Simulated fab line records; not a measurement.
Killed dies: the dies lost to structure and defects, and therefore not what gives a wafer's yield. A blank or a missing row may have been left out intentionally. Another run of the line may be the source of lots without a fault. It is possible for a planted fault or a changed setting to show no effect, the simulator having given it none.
The same fault as seen by 2 desks    flow sky130    each desk holds nothing but its own numbers, with what lay behind them at the end

== METROLOGY DESK ==
Lot by lot, what the gauges showed, no matter which tool ran the lot: averages of those sampled wafers that carry a number. Marked OUT: a lot whose mean sits more than 4 standard deviations from the usual mean, which makes it out of limits; the brackets give that distance.
Columns: A = cd nm at SKY_METAL3_CD_MEAS_13, usual 299.8 nm; B = VIA3_HDPCVD_THK at SKY_VIA3_THK_MEAS_01, usual 1628 nm
lot   first seen here  A      B
L376  day 38 20:12     300.2  1616
L378  day 39 14:29     299.7  1647
L383  day 41 04:14     299.1  1625
L384  day 41 05:29     298.7  1630
L386  day 41 20:30     300.8  1636
L387  day 42 04:49     298.5  1625
L388  day 42 10:38     301.1  1640
L394  day 43 22:20     300.1  1636
L396  day 44 11:20     301.8  1626
L398  day 44 20:27     300.7  1606
L397  day 45 01:52     300.9  1624
This desk's finding: nothing out of limits on any of the 11 lots.

== AT THE TOOL OWNER'S DESK: rie diel-03 ==
The tool's own readings at SKY_VIA3_ETCH_14 (etches BARC in N2/H2, stops on SiO2, time 45.9 s, target depth 60 nm): means of the sampled wafers that have a number, for each lot that ran on this tool. Marked OUT: a lot whose mean sits more than 4 standard deviations from the usual mean, which makes it out of limits; the brackets give that distance.
Columns: A = drypump motor current A at SKY_VIA3_ETCH_14, usual 5.8 A; B = n2 flow sccm at SKY_VIA3_ETCH_14, usual 100.04 sccm; C = oes product au at SKY_VIA3_ETCH_14, usual 0.854 a.u.; D = throttle valve pct at SKY_VIA3_ETCH_14, usual 13.224 %
lot   first seen here  A    B       C      D
L376  day 39 22:24     5.9  99.95   0.856  13.224
L383  day 42 05:45     6.0  100.18  0.856  13.220
L386  day 42 22:12     6.2  100.05  0.852  13.223
L388  day 43 12:43     5.8  100.14  0.856  13.217
This desk's finding: nothing out of limits on any of the 4 lots.

== PUT TOGETHER ==
The metrology desk saw nothing out of limits.
The tool owner's desk saw nothing out of limits.

== WHAT WAS PUT IN BY THE SIMULATOR ==
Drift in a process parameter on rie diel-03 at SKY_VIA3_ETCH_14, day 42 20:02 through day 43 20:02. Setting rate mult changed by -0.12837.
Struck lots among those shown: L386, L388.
